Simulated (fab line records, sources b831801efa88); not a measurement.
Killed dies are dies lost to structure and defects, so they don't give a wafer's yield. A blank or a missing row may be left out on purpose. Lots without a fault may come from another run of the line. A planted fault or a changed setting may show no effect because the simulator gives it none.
Which tool did it? | flow gf180mcu | 7 lots, 21 wafers sampled, at 2 steps of a route of 602

WHAT THE GAUGES READ, wafer by wafer
GF_VT_IMPLANT_RS_MEAS_49: measures by four-point-probe.
lot  | measured     | on            | MVPSD_RS (ohm/sq)
L254 | day 7 20:07  | film_metro-01 | 1167.4 1170.4 1164.7
L258 | day 8 20:55  | film_metro-01 | 1164.5 1164.0 1166.5
L263 | day 10 18:53 | film_metro-02 | 1183.9 1184.2 1183.1
L267 | day 11 12:50 | film_metro-02 | 1167.9 1170.4 1171.7
L270 | day 12 10:56 | film_metro-02 | 1165.2 1164.8 1166.5
L272 | day 12 22:07 | film_metro-02 | 1165.2 1167.2 1165.9
L276 | day 14 03:43 | film_metro-03 | 1162.8 1165.5 1167.1

WHICH TOOL RAN EACH LOT (tool, then ch and the chambers of the sampled wafers, then the start)
lot  | GF_MVPSD_IMPLANT_09
L254 | implanter-01 ch 0, day 5 06:45
L258 | implanter-04 ch 0, day 6 04:11
L263 | implanter-03 ch 0, day 7 20:38
L267 | implanter-04 ch 0, day 8 12:01
L270 | implanter-04 ch 0, day 9 08:20
L272 | implanter-04 ch 0, day 9 18:33
L276 | implanter-04 ch 0, day 10 20:08
- GF_MVPSD_IMPLANT_09

THE ANSWER, worked out from the rows above alone
Rule: what is usual is taken from the lots themselves. Put in order of their means at a reading, lots are off if they are a third of the lots or fewer, leave a main group of 4 or more, and stand apart from it by a gap of 3 or more times the standard deviation of the main group's means; of several such gaps the widest counts. A main group whose means are all the same, to the digits that the tables above print for the reading, isn't used. A lot without any number at a reading at which 4 lots or more have one is off too. The other lots that the step has rows for count as sound.
Off: L263, at GF_VT_IMPLANT_RS_MEAS_49 (MVPSD_RS). The main group: mean 1166.5 ohm/sq, standard deviation 1.8.
A tool fits if, at a process step before that reading, it ran every lot that is off, and no sound lot after the first of them. The gauges at GF_VT_IMPLANT_RS_MEAS_49 are tried like those tools. One fits: implanter-03 at GF_MVPSD_IMPLANT_09. It ran no sound lot before its first lot that is off in this sample, so the start can't be narrowed down.

WHAT THE SIMULATOR HAD PUT IN
Process parameter drift: implanter-03, from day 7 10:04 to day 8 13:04, at GF_MVPSD_IMPLANT_09. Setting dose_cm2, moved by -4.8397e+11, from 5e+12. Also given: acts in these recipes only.
Lots struck among those shown: L263. The rule above found the same.
